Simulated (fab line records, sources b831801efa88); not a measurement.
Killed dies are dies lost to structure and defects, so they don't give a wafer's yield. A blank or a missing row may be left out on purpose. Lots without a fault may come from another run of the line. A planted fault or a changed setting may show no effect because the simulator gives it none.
Problem report in the 8D (eight disciplines) form, filled by code | flow sky130 | the parts of the form that need people (team, actions taken, sign-off) are left out

1. THE PROBLEM
run_length_s at SKY_POLY_CUT_SOFTBAKE_04 reads a mean of 106.45 s on 4 wafers of 3 lots; wafers without a fault read 119.33 s with a standard deviation of 0.27. That is -48 standard deviations from the usual mean.
The step: time 90 s.
First seen on wafer L535.3, day 28 01:00, on litho_track-04. The record holds 39 wafers of 14 lots with a number at this step. Rule for "out", or "out of limits": more than 4 standard deviations from the usual mean. The other wafers with a number count as sound.

2. WHAT IT IS AND WHAT IT IS NOT
question                    | is                                 | is not
which readings at this step | run_length_s, heater_power_total_W | -
which lots                  | L535, L539, L540                   | L527, L528, L529, L530, L532, L536, L544, L545, L547, L548, L550
which wafers of those lots  | L535.3, L539.1, L540.1, L540.3     | L535.6, L539.6
read on which tools         | litho_track-04                     | litho_track-01, litho_track-03
when                        | from day 28 01:00                  | up to then (19 sound wafers); but 16 sound wafers of L539, L544, L545, L547, L548, L550 came after

3. SUSPECTS, AND WHAT RULES EACH OUT
Counting: a tool at a process step up to the reading stays a suspect if it ran every lot that is out. Sound lots after the first of them don't rule it out here, since some wafers of a struck lot are sound.
- litho_track-04 at SKY_POLY_CUT_SOFTBAKE_04 (time 90 s): kept. It ran every lot that is out, first L535 (day 28 01:00); its last sound lot up to then is L532 (day 26 10:00). Its own readings are out on those wafers: heater_power_total_W, run_length_s.
Left after counting: litho_track-04 at SKY_POLY_CUT_SOFTBAKE_04.

4. THE CAUSE (what the simulator had put in)
Process parameter drift: litho_track-04, from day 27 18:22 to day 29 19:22, at SKY_POLY_CUT_SOFTBAKE_04. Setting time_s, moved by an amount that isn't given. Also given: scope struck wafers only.
Counting left only this tool.

5. THE CHAIN OF EFFECTS, in route order
Each row: a reading whose mean over the struck wafers that have a number lies more than 3 standard deviations from the usual. Only readings for which the record gives a usual standard deviation are gone through. hours: the time from each lot's start at the first step in this table that gives one to its start at this step, as a median over the lots. sigmas: the change in usual standard deviations.
hours | step                     | reading              | usual    | on struck wafers | change | sigmas
0     | SKY_POLY_CUT_SOFTBAKE_04 | heater_power_total_W | 57.37 W  | 60.35            | +2.98  | +27
0     | SKY_POLY_CUT_SOFTBAKE_04 | run_length_s         | 119.33 s | 106.45           | -12.88 | -48
The process steps in it:
- SKY_POLY_CUT_SOFTBAKE_04: time 90 s.

6. WHAT WOULD HAVE CAUGHT IT SOONER
In this record the first reading out of limits was taken at day 28 01:00, 7 hours after the fault began at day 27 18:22.
